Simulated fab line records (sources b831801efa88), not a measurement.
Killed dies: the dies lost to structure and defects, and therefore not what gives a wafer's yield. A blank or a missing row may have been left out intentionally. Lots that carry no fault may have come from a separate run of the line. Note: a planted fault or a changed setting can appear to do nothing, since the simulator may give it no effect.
Comparing a struck lot with a sound one -- flow sky130 -- 34 steps out of a route of 708
Sound: the wafers L786.1, L786.3, L786.5. Struck: wafers L787.1, L787.6 (left out: L787.4, a lot-mate that was not struck); the cause follows at the end.
At each step with rows: each side's tool, then ch and its chambers, then its first start. Under that, the readings that differ: sound wafers -- struck wafers -- difference of the means -- sigmas: that difference in standard deviations of wafers without a fault.
alike: readings whose means differ by less than 2 such deviations, and words and numbers that are the same on both sides. not compared: withheld readings, readings that some wafer has no value for, bounds like >300 that may hide the same value, and numbers for which the record gives no deviation and whose values overlap.
The two part at a step that has a row with sigmas, a row that says differs or no value, or rows on one side only. When numbers do not overlap yet have no deviation, they are printed without sigmas and do not part them. A reading missing from all wafers of one side parts the sides only when that side holds two or more wafers.

first, 9 steps without rows for these wafers: SKY_VIA3_CMP_02 (polishes SiO2); SKY_VIA3_DEHYDRATE_04 (time 60 s); SKY_VIA3_HMDS_05 (prime time 60 s); SKY_VIA3_COAT_06 (resist thk 60 nm); SKY_VIA3_COAT_07 (resist thk 450 nm); SKY_VIA3_SOFTBAKE_08 (time 90 s); SKY_VIA3_EXPOSE_09 (exposes mask VIM3, target cd 200 nm); SKY_VIA3_PEB_10; SKY_VIA3_DEVELOP_11 (develop time 60 s).
SKY_VIA3_ETCH_14: etches BARC in N2/H2, stops on SiO2, time 45.9 s, target depth 60 nm.
  sound on rie diel-04 ch 0,2, day 43 22:02; struck on rie diel-03 ch 0, day 44 08:56
  alike: drypump motor current A, oes product au, rf fwd power W, throttle valve pct
  not compared: rf hours counter h
then, 23 steps without rows for these wafers: SKY_VIA3_ETCH_15 (etches SiO2 in C4F8/O2/Ar, stops on TiN, target depth 507 nm, time 78 s); SKY_VIA3_STRIP_16 (strips in O2/N2); SKY_VIA3_STRIP_17 (strips in post etch residue remover, time 1200 s); SKY_VIA3_CLEAN_18 (cleans in IPA, time 180 s); SKY_VIA3_CLEAN_19 (cleans in O3/DIW); SKY_VIA3_SPUTTER_20 (material TiN, target thk 20 nm, time 80 s); SKY_VIA3_CVD_21 (deposits W, target thk 390 nm, time 117.31 s); SKY_VIA3_CMP_24 (polishes, stops on SiO2, t overpolish 20 s, target thk 0 nm); SKY_METAL4_SPUTTER_00 (material Ti, target thk 15 nm, time 9.726 s); SKY_METAL4_SPUTTER_01 (material TiN, target thk 20 nm, time 16.7 s); SKY_METAL4_SPUTTER_02 (material AlCu, target thk 735 nm, time 39.1 s); SKY_METAL4_SPUTTER_03 (material Ti, target thk 5 nm, time 3.3 s); SKY_METAL4_SPUTTER_04 (material TiN, target thk 70 nm, time 58.3 s); SKY_CAP2M_CVD_00 (deposits SiO2, target thk 15.5 nm); SKY_CAP2M_SPUTTER_02 (material TiN, target thk 200 nm, time 166.7 s); SKY_CAP2M_DEHYDRATE_05 (time 60 s); SKY_CAP2M_HMDS_06 (prime time 60 s); SKY_CAP2M_COAT_07 (resist thk 1140 nm); SKY_CAP2M_SOFTBAKE_08 (time 60 s); SKY_CAP2M_EXPOSE_09 (exposes mask CAP2M, target cd 1000 nm); SKY_CAP2M_PEB_10; SKY_CAP2M_DEVELOP_11 (develop time 60 s); SKY_CAP2M_METAL_ETCH_13 (etches TiN in Cl2/BCl3, stops on SiO2, target depth 220 nm, time 62.9 s).
-- the record jumps here: 5 days lie between the struck wafers' starts before and after (it left off in module CAP2M and takes up again in module PAD_OPEN, whose first step shown is number 708 of the route) --
SKY_PAD_OPEN_PROBE_99:
  sound: prober-01 at day 49 09:05; struck: prober-01 at day 49 17:23
reading,sound,struck,difference,sigmas
defect limited yield (%),80.3 84.6 84.6,70.1 70.3,-13.0,-6
killed_at_M0_to_M3,50 46 34,97 114,+62,+8
killed dies,97 76 76,147 146,+64,+6
sort_bin_3_pad_short (%),1.0 0.6 0.6,5.1 4.1,+3.9,+10
sort_bin_5_function (%),11.8 8.7 9.3,16.9 18.3,+7.7,+5
sort n pass,395 416 416,345 346,-64,-6
sort yield pct (%),80.3 84.6 84.6,70.1 70.3,-13.0,-6
model.etest.tester.sort n pass,395 416 416,345 346,-64,
model.etest.tester.sort yield pct (%),80.28 84.55 84.55,70.12 70.33,-12.90,
model.etest.tester.sort_bin_5_pct (%),11.79 8.74 9.35,16.87 18.29,+7.62,
model.etest.tester.sort_bin_3_pct (%),1.016 0.6098 0.6098,5.081 4.065,+3.828,
  alike: killed_at_M4_up, killed at contacts, killed at front end, killed open, killed short, sort_bin_6_memory

== WHERE THEY PART ==
Only at SKY_PAD_OPEN_PROBE_99, within this record.

WHY: whatever the simulator had introduced
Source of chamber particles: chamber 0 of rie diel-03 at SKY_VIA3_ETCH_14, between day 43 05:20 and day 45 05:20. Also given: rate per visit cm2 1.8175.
